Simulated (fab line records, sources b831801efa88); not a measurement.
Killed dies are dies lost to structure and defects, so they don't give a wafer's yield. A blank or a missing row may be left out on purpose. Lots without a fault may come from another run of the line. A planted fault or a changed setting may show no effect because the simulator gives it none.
One fault seen from 2 desks | flow gf180mcu | each desk has only its own numbers; what lay behind them comes last

THE TOOL OWNER'S DESK: pvd_sputter-04
The tool's own readings at GF_V4_SPUTTER_22 (material TiN, target thk 10 nm, time 40 s): means of the sampled wafers that have a number, for each lot that ran on this tool. A lot is out of limits, marked OUT, if its mean lies more than 4 standard deviations from the usual mean; the brackets give that distance.
Columns: A = cathode_dc_power_W at GF_V4_SPUTTER_22, usual 4000.1 W; B = throttle_valve_pct at GF_V4_SPUTTER_22, usual 29.8 %
lot  | first seen here | A      | B
L430 | day 26 06:17    | 3999.7 | 29.2
L437 | day 28 14:33    | 4000.2 | 30.6
This desk's finding: nothing out of limits on any of the 2 lots.

THE METROLOGY DESK
What the gauges read, lot by lot, whatever tool the lot ran on: means of the sampled wafers that have a number. A lot is out of limits, marked OUT, if its mean lies more than 4 standard deviations from the usual mean; the brackets give that distance.
Columns: A = cd_nm at GF_V4_CD_MEAS_14, usual 260.3 nm; B = V4_OVL at GF_V4_OVL_MEAS_15, usual 1 nm
lot  | first seen here | A     | B
L430 | day 26 05:26    | 259.5 | 0
L433 | day 27 10:11    | 261.3 | -2
L437 | day 28 13:43    | 259.3 | 3
L441 | day 29 10:09    | 261.9 | 5
L443 | day 30 01:02    | 259.9 | 5
This desk's finding: nothing out of limits on any of the 5 lots.

PUT TOGETHER
The tool owner's desk saw nothing out of limits.
The metrology desk saw nothing out of limits.

WHAT THE SIMULATOR HAD PUT IN
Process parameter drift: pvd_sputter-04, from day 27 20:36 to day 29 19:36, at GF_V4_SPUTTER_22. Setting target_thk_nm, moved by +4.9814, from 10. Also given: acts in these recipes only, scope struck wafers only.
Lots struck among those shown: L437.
